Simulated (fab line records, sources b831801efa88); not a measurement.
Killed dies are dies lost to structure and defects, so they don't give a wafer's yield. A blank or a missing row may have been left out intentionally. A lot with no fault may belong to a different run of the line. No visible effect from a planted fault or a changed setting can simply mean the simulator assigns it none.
Chamber matching	flow gf180mcu	cmp-01 running GF_V5_CMP_26: 4 sister chambers
The step polishes, stops on SiO2, t overpolish 15 s, target thk 0 nm. 4 wafers are shown with their chamber, then 11 later ones without.

WAFERS WITH THEIR CHAMBER
wafer	chamber	motor-current-A (A)
L757.4	1	10.5
L757.6	0	11.6
L760.2	3	9.5
L759.1	2	11.1

WAFERS WITH NO CHAMBER GIVEN
wafer	motor-current-A (A)
L759.2	11.9
L759.4	10.1
L762.2	12.2
L762.3	10.2
L762.4	9.6
L761.4	10.5
L761.5	10.5
L761.6	12.5
L764.2	10.5
L764.3	11.4
L764.5	10.8

THE CHAMBER EACH PASSED THROUGH
wafer	from the rows above	in truth
L759.2	can't be placed: 0 or 2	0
L759.4	can't be placed: 1 or 3 or 2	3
L762.2	can't be placed: 0 or 2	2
L762.3	can't be placed: 1 or 3 or 2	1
L762.4	3	3
L761.4	can't be placed: 1 or 2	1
L761.5	can't be placed: 1 or 2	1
L761.6	can't be placed: 0 or 2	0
L764.2	can't be placed: 1 or 2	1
L764.3	can't be placed: 0 or 2 or 1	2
L764.5	can't be placed: 2 or 1 or 0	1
1 of 11 placed correctly. From these rows, 10 cannot be placed; in 10 the true chamber is one of the candidates. Wrongly placed: 0.
How it was worked out, from the rows above alone: a wafer's distance from a chamber is the root of the sum, over the readings, of the square of ((its reading less the chamber's mean) divided by the reading's scatter). The wafer belongs to the nearest chamber; if the next one is less than 2 further off, it can't be placed. A chamber's mean is the mean of its shown wafers. The scatter (one wafer shown for each chamber): square how far every hidden wafer sits from the nearest shown wafer, average those squares and take the square root.
